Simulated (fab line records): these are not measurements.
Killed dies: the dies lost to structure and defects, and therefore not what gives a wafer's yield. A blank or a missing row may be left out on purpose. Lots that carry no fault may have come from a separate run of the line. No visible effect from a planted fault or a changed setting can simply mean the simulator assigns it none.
Which tool was responsible? ; flow sfqLine ; 14 lots with 42 wafers sampled at 5 steps, on a route of 325 steps

== WHAT EACH GAUGE READ, for each wafer ==
The record holds no reading of a measuring or inspecting step that can be judged against a usual standard deviation.

== EACH LOT AND THE TOOL THAT RAN IT (in order: tool; ch and the chambers of the sampled wafers; start) ==
lot;SFQ_TRILAYER_JJ_CE_LITHO_PEB_117;SFQ_TRILAYER_JJ_CE_METRO_MEASURE_117;SFQ_TRILAYER_R5_BARC_OPEN_METAL_ETCH_177;SFQ_TRILAYER_M6_STRIP_STRIP_163;SFQ_TRILAYER_I6_VIA_ETCH_VIA_ETCH_172
L944;lithoTrack-04 ch 0, day 53 01:45;cdSem-02, day 53 02:05;rieMetal-03 ch 0,1, day 59 07:29;rieMetal-04 ch 0,1, day 62 02:20;rieDiel-04 ch 1,2, day 68 05:02
L945;lithoTrack-02 ch 0, day 53 05:29;cdSem-02, day 53 05:49;rieMetal-03 ch 0,1, day 59 09:53;rieMetal-04 ch 0,1, day 67 03:54;rieDiel-04 ch 0,2,3, day 69 01:26
L946;lithoTrack-04 ch 0, day 53 06:42;cdSem-01, day 53 07:13;rieMetal-03 ch 0,1, day 59 12:17;rieMetal-03 ch 0,1, day 67 10:45;rieDiel-03 ch 1,2, day 69 05:02
L947;lithoTrack-01 ch 0, day 53 19:56;cdSem-01, day 53 20:37;rieMetal-04 ch 0,1, day 60 09:22;rieMetal-03 ch 0,1, day 68 23:22;rieDiel-03 ch 2,3, day 70 06:14
L951;lithoTrack-04 ch 0, day 54 05:30;cdSem-01, day 54 06:01;rieMetal-04 ch 0,1, day 60 20:09;rieMetal-03 ch 0,1, day 69 11:11;rieDiel-03 ch 1,3, day 71 01:05
L953;lithoTrack-01 ch 0, day 54 10:21;cdSem-01, day 54 11:13;rieMetal-04 ch 0, day 61 04:37;rieMetal-01 ch 0,1, day 69 20:59;rieDiel-02 ch 2,3, day 71 11:53
L954;lithoTrack-01 ch 0, day 54 15:05;cdSem-02, day 54 15:25;rieMetal-02 ch 0, day 61 06:57;rieMetal-04 ch 0,1, day 70 01:35;rieDiel-02 ch 0,1,3, day 71 17:53
L955;lithoTrack-01 ch 0, day 54 19:54;cdSem-01, day 54 20:25;rieMetal-02 ch 0, day 61 11:13;rieMetal-01 ch 0,1, day 70 02:53;rieDiel-04 ch 1,2, day 71 20:17
L956;lithoTrack-01 ch 0, day 56 23:29;cdSem-02, day 56 23:49;rieMetal-04 ch 0,1, day 67 17:46;rieMetal-04 ch 0,1, day 71 15:37;rieDiel-02 ch 1,2,3, day 72 23:41
L957;lithoTrack-04 ch 0, day 57 07:23;cdSem-01, day 57 08:05;rieMetal-03 ch 0,1, day 68 03:49;rieMetal-03 ch 0,1, day 72 00:13;rieDiel-04 ch 0,1, day 73 03:17
L958;lithoTrack-04 ch 0, day 57 09:46;cdSem-02, day 57 10:17;rieMetal-03 ch 0,1, day 68 06:11;rieMetal-01 ch 0,1, day 72 02:25;rieDiel-03 ch 0,1,2, day 73 05:41
L959;lithoTrack-04 ch 0, day 57 16:58;cdSem-01, day 57 17:29;rieMetal-02 ch 0,1, day 68 07:23;rieMetal-01 ch 0,1, day 72 03:37;rieDiel-02 ch 1,2, day 73 06:53
L960;lithoTrack-04 ch 0, day 58 02:32;cdSem-02, day 58 02:53;rieMetal-03 ch 0,1, day 68 08:35;rieMetal-03 ch 0,1, day 72 06:01;rieDiel-03 ch 0,3, day 73 08:05
L967;lithoTrack-02 ch 0, day 65 12:17;cdSem-01, day 65 12:48;rieMetal-03 ch 0,1, day 70 22:38;rieMetal-04 ch 0,1, day 74 11:28;rieDiel-04 ch 1,2,3, day 75 19:43
- SFQ_TRILAYER_JJ_CE_LITHO_PEB_117: peb time 60 s.
- SFQ_TRILAYER_JJ_CE_METRO_MEASURE_117
- SFQ_TRILAYER_R5_BARC_OPEN_METAL_ETCH_177: etches BARC in O2, target depth 125 nm, time 41.7 s.
- SFQ_TRILAYER_M6_STRIP_STRIP_163: strips in O2.
- SFQ_TRILAYER_I6_VIA_ETCH_VIA_ETCH_172: etches SiO2 in CHF3, stops on Nb, target depth 260 nm.

== WHAT THE TOOLS THEMSELVES READ (means of the sampled wafers that have a number; where no wafer has one, the mark that the record gives instead) ==
SFQ_TRILAYER_JJ_CE_LITHO_PEB_117. Usual: resistLineTempC at 22.99 C, with a standard deviation of 0.094.
lot;tool;resistLineTempC (C);flag
L944;lithoTrack-04;23.01;
L945;lithoTrack-02;23.06;
L946;lithoTrack-04;23.07;
L947;lithoTrack-01;23.01;
L951;lithoTrack-04;23.05;
L953;lithoTrack-01;22.99;
L954;lithoTrack-01;22.91;
L955;lithoTrack-01;22.91;
L956;lithoTrack-01;22.87;
L957;lithoTrack-04;22.93;
L958;lithoTrack-04;22.92;
L959;lithoTrack-04;23.12;
L960;lithoTrack-04;23.01;
L967;lithoTrack-02;23.00;

SFQ_TRILAYER_JJ_CE_METRO_MEASURE_117. Usual: cdNm at 700.1 nm, with a standard deviation of 1.4.
lot;tool;cdNm (nm);flag
L944;cdSem-02;698.0;
L945;cdSem-02;700.4;
L946;cdSem-01;700.4;
L947;cdSem-01;702.1;
L951;cdSem-01;698.5;
L953;cdSem-01;698.6;
L954;cdSem-02;700.9;
L955;cdSem-01;702.1;
L956;cdSem-02;698.3;
L957;cdSem-01;701.8;
L958;cdSem-02;702.4;
L959;cdSem-01;653.8;OFF
L960;cdSem-02;653.5;OFF
L967;cdSem-01;699.5;

SFQ_TRILAYER_R5_BARC_OPEN_METAL_ETCH_177. Usual: drypumpMotorCurrentA 5.5 A, standard deviation 0.56; oesProductAu 0.685 a.u., standard deviation 0.0046.
lot;tool;drypumpMotorCurrentA (A);oesProductAu (a.u.);flag
L944;rieMetal-03;5.3;0.683;
L945;rieMetal-03;5.3;0.685;
L946;rieMetal-03;5.3;0.686;
L947;rieMetal-04;5.1;0.684;
L951;rieMetal-04;5.1;0.680;
L953;rieMetal-04;5.3;0.683;
L954;rieMetal-02;6.5;0.684;
L955;rieMetal-02;6.4;0.683;
L956;rieMetal-04;5.1;0.687;
L957;rieMetal-03;5.7;0.683;
L958;rieMetal-03;5.7;0.687;
L959;rieMetal-02;6.2;0.681;
L960;rieMetal-03;5.3;0.689;
L967;rieMetal-03;5.7;0.685;

SFQ_TRILAYER_M6_STRIP_STRIP_163. Usual: drypumpMotorCurrentA 5.5 A, standard deviation 0.44; oesProductAu 0.999 a.u., standard deviation 0.0074.
lot;tool;drypumpMotorCurrentA (A);oesProductAu (a.u.);flag
L944;rieMetal-04;5.1;1.012;
L945;rieMetal-04;5.2;1.009;
L946;rieMetal-03;5.3;0.991;
L947;rieMetal-03;5.3;0.997;
L951;rieMetal-03;5.7;0.996;
L953;rieMetal-01;5.7;0.995;
L954;rieMetal-04;5.1;1.004;
L955;rieMetal-01;5.7;0.998;
L956;rieMetal-04;5.1;1.008;
L957;rieMetal-03;5.4;0.998;
L958;rieMetal-01;5.7;1.000;
L959;rieMetal-01;5.9;1.003;
L960;rieMetal-03;5.3;0.997;
L967;rieMetal-04;5.2;1.003;

SFQ_TRILAYER_I6_VIA_ETCH_VIA_ETCH_172. Usual: drypumpMotorCurrentA 5.8 A, standard deviation 0.58; oesProductAu 0.854 a.u., standard deviation 0.0046.
lot;tool;drypumpMotorCurrentA (A);oesProductAu (a.u.);flag
L944;rieDiel-04;5.8;0.851;
L945;rieDiel-04;5.8;0.856;
L946;rieDiel-03;6.5;0.857;
L947;rieDiel-03;6.1;0.851;
L951;rieDiel-03;6.1;0.851;
L953;rieDiel-02;5.7;0.858;
L954;rieDiel-02;5.7;0.853;
L955;rieDiel-04;6.0;0.852;
L956;rieDiel-02;5.4;0.858;
L957;rieDiel-04;6.0;0.853;
L958;rieDiel-03;6.0;0.851;
L959;rieDiel-02;5.3;0.855;
L960;rieDiel-03;5.2;0.854;
L967;rieDiel-04;6.1;0.854;

== THE ANSWER, worked out from the rows above alone ==
Rule: a lot counts as off when the mean over its wafers that have a number is more than 3 standard deviations away from the usual mean. A lot without any number at a reading at which 4 lots or more have one is off too. All remaining lots with rows at the step are treated as sound. Order of review: gauges by route order, followed by the tools' own readings, for which a lot's mean as printed above is used. The first step at which some lot is off is used, and at that step the reading that is off furthest; a lot without a number counts as furthest.
Off, at SFQ_TRILAYER_JJ_CE_METRO_MEASURE_117 on cdNm: L959, L960.
If a tool, at that step or one of the process steps before it, ran each lot that is off and ran no sound lot following the first of them, it fits. One candidate fits, namely lithoTrack-04 at SFQ_TRILAYER_JJ_CE_LITHO_PEB_117. A fault onset in the window from L958 (day 57 09:46, its last sound lot) to L959 (day 57 16:58, its first lot off) fits.

== WHAT THE SIMULATOR HAD PUT IN ==
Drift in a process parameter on lithoTrack-04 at SFQ_TRILAYER_JJ_CE_LITHO_PEB_117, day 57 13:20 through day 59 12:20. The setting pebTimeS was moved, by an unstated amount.
Struck lots among those shown: L959, L960. This agrees with what the rule above found.
